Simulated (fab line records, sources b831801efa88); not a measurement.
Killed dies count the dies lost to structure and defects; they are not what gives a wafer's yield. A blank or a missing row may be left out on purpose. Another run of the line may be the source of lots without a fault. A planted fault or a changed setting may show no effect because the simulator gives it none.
Chamber matching :: flow sky130 :: rieDiel-03 running SKY_VIA1_ETCH_14: 4 sister chambers
The step etches BARC in N2/H2, stops on SiO2, time 45.9 s, target depth 60 nm. 16 wafers are shown with their chamber, then 8 later ones without.

== WAFERS PAIRED WITH THEIR CHAMBERS ==
wafer: L074.2
chamber: 3
drypumpMotorCurrentA (A): 6.2
throttleValvePct (%): 13.229
oesProductAu (a.u.): 0.857

wafer: L074.4
chamber: 1
drypumpMotorCurrentA (A): 5.1
throttleValvePct (%): 13.232
oesProductAu (a.u.): 0.853

wafer: L074.5
chamber: 1
drypumpMotorCurrentA (A): 5.1
throttleValvePct (%): 13.235
oesProductAu (a.u.): 0.861

wafer: L075.1
chamber: 0
drypumpMotorCurrentA (A): 6.2
throttleValvePct (%): 13.220
oesProductAu (a.u.): 0.853

wafer: L075.2
chamber: 1
drypumpMotorCurrentA (A): 5.1
throttleValvePct (%): 13.239
oesProductAu (a.u.): 0.865

wafer: L075.4
chamber: 2
drypumpMotorCurrentA (A): 5.4
throttleValvePct (%): 13.228
oesProductAu (a.u.): 0.869

wafer: L077.1
chamber: 2
drypumpMotorCurrentA (A): 5.4
throttleValvePct (%): 13.220
oesProductAu (a.u.): 0.857

wafer: L077.5
chamber: 1
drypumpMotorCurrentA (A): 5.1
throttleValvePct (%): 13.215
oesProductAu (a.u.): 0.851

wafer: L077.6
chamber: 2
drypumpMotorCurrentA (A): 5.4
throttleValvePct (%): 13.220
oesProductAu (a.u.): 0.857

wafer: L083.4
chamber: 2
drypumpMotorCurrentA (A): 5.4
throttleValvePct (%): 13.210
oesProductAu (a.u.): 0.850

wafer: L083.5
chamber: 0
drypumpMotorCurrentA (A): 6.1
throttleValvePct (%): 13.226
oesProductAu (a.u.): 0.850

wafer: L083.6
chamber: 1
drypumpMotorCurrentA (A): 5.1
throttleValvePct (%): 13.225
oesProductAu (a.u.): 0.857

wafer: L086.1
chamber: 0
drypumpMotorCurrentA (A): 6.2
throttleValvePct (%): 13.221
oesProductAu (a.u.): 0.854

wafer: L086.2
chamber: 1
drypumpMotorCurrentA (A): 5.0
throttleValvePct (%): 13.213
oesProductAu (a.u.): 0.849

wafer: L086.4
chamber: 3
drypumpMotorCurrentA (A): 6.2
throttleValvePct (%): 13.229
oesProductAu (a.u.): 0.852

wafer: L087.1
chamber: 1
drypumpMotorCurrentA (A): 5.0
throttleValvePct (%): 13.238
oesProductAu (a.u.): 0.851

SIGNATURES (means of the wafers above)
reading: drypumpMotorCurrentA
chamber 0: 6.167
chamber 1: 5.071
chamber 2: 5.400
chamber 3: 6.200
scatter within a chamber: 0.0418

reading: throttleValvePct
chamber 0: 13.22233
chamber 1: 13.22814
chamber 2: 13.21950
chamber 3: 13.22900
scatter within a chamber: 0.00853

reading: oesProductAu
chamber 0: 0.85233
chamber 1: 0.85529
chamber 2: 0.85825
chamber 3: 0.85450
scatter within a chamber: 0.00591
Rule: for a wafer and a chamber, the distance is found by dividing, reading by reading, the gap between the wafer's reading and the chamber's mean by the reading's scatter, squaring, summing and taking the root. The wafer belongs to the nearest chamber; if the next one is less than 2 further off, it can't be placed. The scatter: the root of (the sum of the squares of (reading less its chamber's mean) over the shown wafers, divided by (wafers less chambers)).

== WAFERS WITH NO CHAMBER GIVEN ==
wafer: L087.2
drypumpMotorCurrentA (A): 6.2
throttleValvePct (%): 13.238
oesProductAu (a.u.): 0.854

wafer: L087.3
drypumpMotorCurrentA (A): 6.2
throttleValvePct (%): 13.236
oesProductAu (a.u.): 0.850

wafer: L094.1
drypumpMotorCurrentA (A): 5.1
throttleValvePct (%): 13.222
oesProductAu (a.u.): 0.845

wafer: L094.4
drypumpMotorCurrentA (A): 6.2
throttleValvePct (%): 13.238
oesProductAu (a.u.): 0.861

wafer: L094.6
drypumpMotorCurrentA (A): 5.1
throttleValvePct (%): 13.238
oesProductAu (a.u.): 0.846

wafer: L095.2
drypumpMotorCurrentA (A): 5.1
throttleValvePct (%): 13.228
oesProductAu (a.u.): 0.853

wafer: L095.3
drypumpMotorCurrentA (A): 5.4
throttleValvePct (%): 13.236
oesProductAu (a.u.): 0.852

wafer: L095.6
drypumpMotorCurrentA (A): 6.2
throttleValvePct (%): 13.212
oesProductAu (a.u.): 0.849

== THE CHAMBER EACH PASSED THROUGH ==
wafer: L087.2
from the rows above: can't be placed: 3 or 0
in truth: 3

wafer: L087.3
from the rows above: can't be placed: 3 or 0
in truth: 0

wafer: L094.1
from the rows above: 1
in truth: 1

wafer: L094.4
from the rows above: can't be placed: 3 or 0
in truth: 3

wafer: L094.6
from the rows above: 1
in truth: 1

wafer: L095.2
from the rows above: 1
in truth: 1

wafer: L095.3
from the rows above: 2
in truth: 2

wafer: L095.6
from the rows above: can't be placed: 0 or 3
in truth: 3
4 of 8 placed correctly. From these rows, 4 cannot be placed; in 4 the true chamber is one of the candidates. Wrongly placed: 0.
